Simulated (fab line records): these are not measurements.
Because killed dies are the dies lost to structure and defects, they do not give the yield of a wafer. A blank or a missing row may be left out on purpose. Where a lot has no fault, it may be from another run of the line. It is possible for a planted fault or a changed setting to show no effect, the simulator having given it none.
Which tool is to blame? / flow sky130 / 12 lots with 36 wafers sampled at 2 steps, on a route of 708 steps

## WHAT THE GAUGES SHOWED, per wafer
SKY_CAPM_THK_MEAS_01. Usual: CAPM_CVD_00_THK typically reads 15.58 nm, with standard deviation 0.24.
lot=L541; measured=day 36 11:30; on=film metro-01; CAPM_CVD_00_THK (nm)=15.18 16.02 15.54; flag=
lot=L542; measured=day 36 17:17; on=film metro-02; CAPM_CVD_00_THK (nm)=15.17 15.61 15.58; flag=
lot=L543; measured=day 38 17:43; on=film metro-01; CAPM_CVD_00_THK (nm)=15.11 15.64 15.34; flag=
lot=L549; measured=day 40 07:46; on=film metro-04; CAPM_CVD_00_THK (nm)=15.54 15.40 15.86; flag=
lot=L550; measured=day 40 08:32; on=film metro-02; CAPM_CVD_00_THK (nm)=15.65 15.57 15.70; flag=
lot=L552; measured=day 40 08:50; on=film metro-04; CAPM_CVD_00_THK (nm)=15.54 15.84 16.50; flag=
lot=L553; measured=day 40 12:23; on=film metro-01; CAPM_CVD_00_THK (nm)=15.62 15.60 15.79; flag=
lot=L556; measured=day 41 04:40; on=film metro-02; CAPM_CVD_00_THK (nm)=15.36 15.86 15.51; flag=
lot=L557; measured=day 41 07:44; on=film metro-02; CAPM_CVD_00_THK (nm)=15.54 15.78 15.67; flag=
lot=L561; measured=day 42 07:43; on=film metro-01; CAPM_CVD_00_THK (nm)=15.38 15.08 15.24; flag=
lot=L562; measured=day 42 18:53; on=film metro-02; CAPM_CVD_00_THK (nm)=15.25 15.43 15.63; flag=
lot=L563; measured=day 42 21:50; on=film metro-01; CAPM_CVD_00_THK (nm)=15.61 15.21 15.85; flag=

SKY_CAPM_THK_MEAS_04: measures by xrf. Usual: CAPM_TIN_THK typically reads 198.7 nm, with standard deviation 2.5.
lot=L541; measured=day 36 11:47; on=film metro-01; CAPM_TIN_THK (nm)=199.8 196.3 199.4; flag=
lot=L542; measured=day 36 17:34; on=film metro-01; CAPM_TIN_THK (nm)=202.8 199.6 195.7; flag=
lot=L543; measured=day 38 18:01; on=film metro-04; CAPM_TIN_THK (nm)=197.5 197.1 197.7; flag=
lot=L549; measured=day 40 08:04; on=film metro-02; CAPM_TIN_THK (nm)=201.1 198.7 197.9; flag=
lot=L550; measured=day 40 08:50; on=film metro-01; CAPM_TIN_THK (nm)=195.5 195.3 199.7; flag=
lot=L552; measured=day 40 09:07; on=film metro-02; CAPM_TIN_THK (nm)=196.5 199.4 198.0; flag=
lot=L553; measured=day 40 12:41; on=film metro-02; CAPM_TIN_THK (nm)=202.0 199.1 196.7; flag=
lot=L556; measured=day 41 04:57; on=film metro-01; CAPM_TIN_THK (nm)=198.6 197.7 196.8; flag=
lot=L557; measured=day 41 08:01; on=film metro-01; CAPM_TIN_THK (nm)=199.1 197.6 196.1; flag=
lot=L561; measured=day 42 08:01; on=film metro-04; CAPM_TIN_THK (nm)=195.5 195.5 200.4; flag=
lot=L562; measured=day 42 19:11; on=film metro-01; CAPM_TIN_THK (nm)=196.5 198.3 196.2; flag=
lot=L563; measured=day 42 22:07; on=film metro-02; CAPM_TIN_THK (nm)=204.5 201.1 198.4; flag=

## EACH LOT AND THE TOOL THAT RAN IT (in order: tool; ch and the chambers of the sampled wafers; start)
Before these readings, the record contains no process step.

## WHAT THE TOOLS THEMSELVES READ (means of the sampled wafers that have a number; where no wafer has one, the mark that the record gives instead)
The record holds no such reading with a usual standard deviation.

## THE ANSWER, worked out from the rows above alone
Rule: take the mean of a lot's wafers that have a number; if it is more than 3 standard deviations from the usual mean, the lot is off. A lot without any number at a reading at which 4 lots or more have one is off too. Any other lot the step has rows for is counted as sound. The gauges are gone through in route order, then the tools' own readings, and for those a lot's mean is taken as printed above. At the first step where some lot is off, the reading lying furthest off is the one used; lots without a number count as furthest.
No lot is off at any reading shown: from this, nothing can be told.

## WHAT HAD BEEN PUT IN BY THE SIMULATOR
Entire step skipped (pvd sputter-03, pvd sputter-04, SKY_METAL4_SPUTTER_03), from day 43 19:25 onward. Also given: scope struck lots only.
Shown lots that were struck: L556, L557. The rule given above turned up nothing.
